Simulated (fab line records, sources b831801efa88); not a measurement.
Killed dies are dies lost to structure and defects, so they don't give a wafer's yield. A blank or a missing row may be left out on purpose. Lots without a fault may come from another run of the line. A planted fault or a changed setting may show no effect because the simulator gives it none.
Problem report in the 8D (eight disciplines) form, filled by code | flow gf180mcu | the parts of the form that need people (team, actions taken, sign-off) are left out

1. THE PROBLEM
temp_c at GF_STI_WET_ETCH_17 reads a mean of 151.23 C on 3 wafers of 1 lot; wafers without a fault read 159.99 C with a standard deviation of 0.14. That is -63 standard deviations from the usual mean.
The step: etches Si3N4 in H3PO4, target depth 45 nm, time 514 s.
First seen on wafer L730.4, day 5 12:57, on wet_bench-04. The record holds 15 wafers of 5 lots with a number at this step. Rule for "out", or "out of limits": more than 4 standard deviations from the usual mean. The other wafers with a number count as sound.

2. WHAT IT IS AND WHAT IT IS NOT
question                    | is                        | is not
which readings at this step | temp_c, bath_guard_temp_C | -
which lots                  | L730                      | L720, L722, L732, L734
which wafers of those lots  | all that have a number    | -
read on which tools         | wet_bench-04              | wet_bench-01, wet_bench-02
when                        | from day 5 12:57          | up to then (6 sound wafers); but 6 sound wafers of L732, L734 came after

3. SUSPECTS, AND WHAT RULES EACH OUT
Counting: a tool at a process step up to the reading stays a suspect if it ran every lot that is out and no sound lot after the first of them.
- rie_diel-03 at GF_STI_ETCH_13 (etches the open film in CHF3/O2, stops on Si, target depth 282.31 nm, time 112.9 s): ruled out as a lasting fault. Sound lots L732 ran on it after its first lot that is out, L730 (day 5 12:41).
- rie_si-01 at GF_STI_ETCH_14 (etches Si in HBr/Cl2/O2, target depth 360 nm, time 102.9 s): ruled out as a lasting fault. Sound lots L734 ran on it after its first lot that is out, L730 (day 5 12:47).
- plasma_asher-03 at GF_STI_STRIP_15 (strips in O2/N2): ruled out as a lasting fault. Sound lots L732 ran on it after its first lot that is out, L730 (day 5 12:52).
- wet_bench-04 at GF_STI_WET_ETCH_17 (etches Si3N4 in H3PO4, target depth 45 nm, time 514 s): kept. It ran the lot that is out, L730 (day 5 12:57), and no sound lot after that; its last sound lot up to then is L722 (day 3 18:29). Its own readings are out on those wafers: bath_guard_temp_C, temp_c.
Left after counting: wet_bench-04 at GF_STI_WET_ETCH_17.

4. THE CAUSE (what the simulator had put in)
Process parameter drift: wet_bench-04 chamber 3, from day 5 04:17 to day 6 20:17, at GF_STI_WET_ETCH_17. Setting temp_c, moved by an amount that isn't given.
Counting left only this tool.

5. THE CHAIN OF EFFECTS, in route order
Each row: a reading whose mean over the struck wafers that have a number lies more than 3 standard deviations from the usual. Only readings for which the record gives a usual standard deviation are gone through. hours: the time from each lot's start at the first step in this table that gives one to its start at this step, as a median over the lots. sigmas: the change in usual standard deviations.
hours | step               | reading           | usual    | on struck wafers | change | sigmas
0     | GF_STI_WET_ETCH_17 | bath_guard_temp_C | 159.8 C  | 151.4            | -8.4   | -14
0     | GF_STI_WET_ETCH_17 | temp_c            | 159.99 C | 151.23           | -8.76  | -63
The process steps in it:
- GF_STI_WET_ETCH_17: etches Si3N4 in H3PO4, target depth 45 nm, time 514 s.
Later measuring or inspecting steps at which every struck wafer that the step has a row for has a number for every such reading, and none has moved that far: GF_STI_THK_MEAS_22, GF_STI_THK_MEAS_24.

6. WHAT WOULD HAVE CAUGHT IT SOONER
In this record the first reading out of limits was taken at day 5 12:57, 9 hours after the fault began at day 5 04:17.
